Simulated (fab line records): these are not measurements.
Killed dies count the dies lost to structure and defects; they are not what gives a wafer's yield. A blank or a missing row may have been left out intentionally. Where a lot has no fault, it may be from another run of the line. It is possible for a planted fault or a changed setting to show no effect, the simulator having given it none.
A single fault, viewed from 2 desks + flow gf180mcu + what lay behind the numbers comes last; until then each desk has only its own

DESK OF THE TOOL OWNER: plasmaAsher-03
The tool's own readings at GF_PSD_STRIP_10 (strips in O2/N2): means of the sampled wafers that have a number, for each lot that ran on this tool. A lot is out of limits, marked OUT, if its mean lies more than 4 standard deviations from the usual mean; the brackets give that distance.
Columns: A = chamberPressureMTorr at GF_PSD_STRIP_10, usual 1500.0 mTorr; B = drypumpMotorCurrentA at GF_PSD_STRIP_10, usual 5.9 A; C = heaterPowerW at GF_PSD_STRIP_10, usual 352 W; D = o2FlowSccm at GF_PSD_STRIP_10, usual 2999 sccm; E = oesProductAu at GF_PSD_STRIP_10, usual 0.592 a.u.; F = stripTimeToEndpointS at GF_PSD_STRIP_10, usual 16.53 s
| lot  | first seen here | A      | B   | C   | D    | E     | F     |
|------|-----------------|--------|-----|-----|------|-------|-------|
| L883 | day 16 21:38    | 1501.1 | 5.2 | 338 | 2986 | 0.590 | 16.54 |
This desk's finding: nothing out of limits on the one lot.

THE METROLOGY DESK
Lot by lot, what the gauges showed, no matter which tool ran the lot: averages of those sampled wafers that carry a number. A lot is out of limits, marked OUT, if its mean lies more than 4 standard deviations from the usual mean; the brackets give that distance.
Columns: A = NSD_TW at GF_NSD_TW_MEAS_12, usual 4300; B = cdNm at GF_PSD_CD_MEAS_07, usual 400.0 nm; C = PSD_OVL at GF_PSD_OVL_MEAS_08, usual -0.2 nm; D = PSD_TW at GF_PSD_TW_MEAS_11, usual 3218
| lot  | first seen here | A    | B     | C    | D    |
|------|-----------------|------|-------|------|------|
| L876 | day 13 11:21    | 4346 | 400.0 | -0.3 | 3188 |
| L883 | day 15 22:53    | 4236 | 400.6 | 0.8  | 3294 |
| L890 | day 18 04:35    | 4248 | 398.8 | -0.7 | 3183 |
| L891 | day 18 15:11    | 4238 | 401.4 | 0.7  | 3291 |
| L896 | day 20 04:41    | 4370 | 399.9 | 0.4  | 3167 |
| L899 | day 21 03:35    | 4415 | 399.8 | -1.9 | 3282 |
This desk's verdict: no lot among the 6 shows anything out of limits.

TAKEN TOGETHER
The tool owner's desk saw nothing out of limits.
Metrology desk: nothing out of limits seen.

WHAT HAD BEEN PUT IN BY THE SIMULATOR
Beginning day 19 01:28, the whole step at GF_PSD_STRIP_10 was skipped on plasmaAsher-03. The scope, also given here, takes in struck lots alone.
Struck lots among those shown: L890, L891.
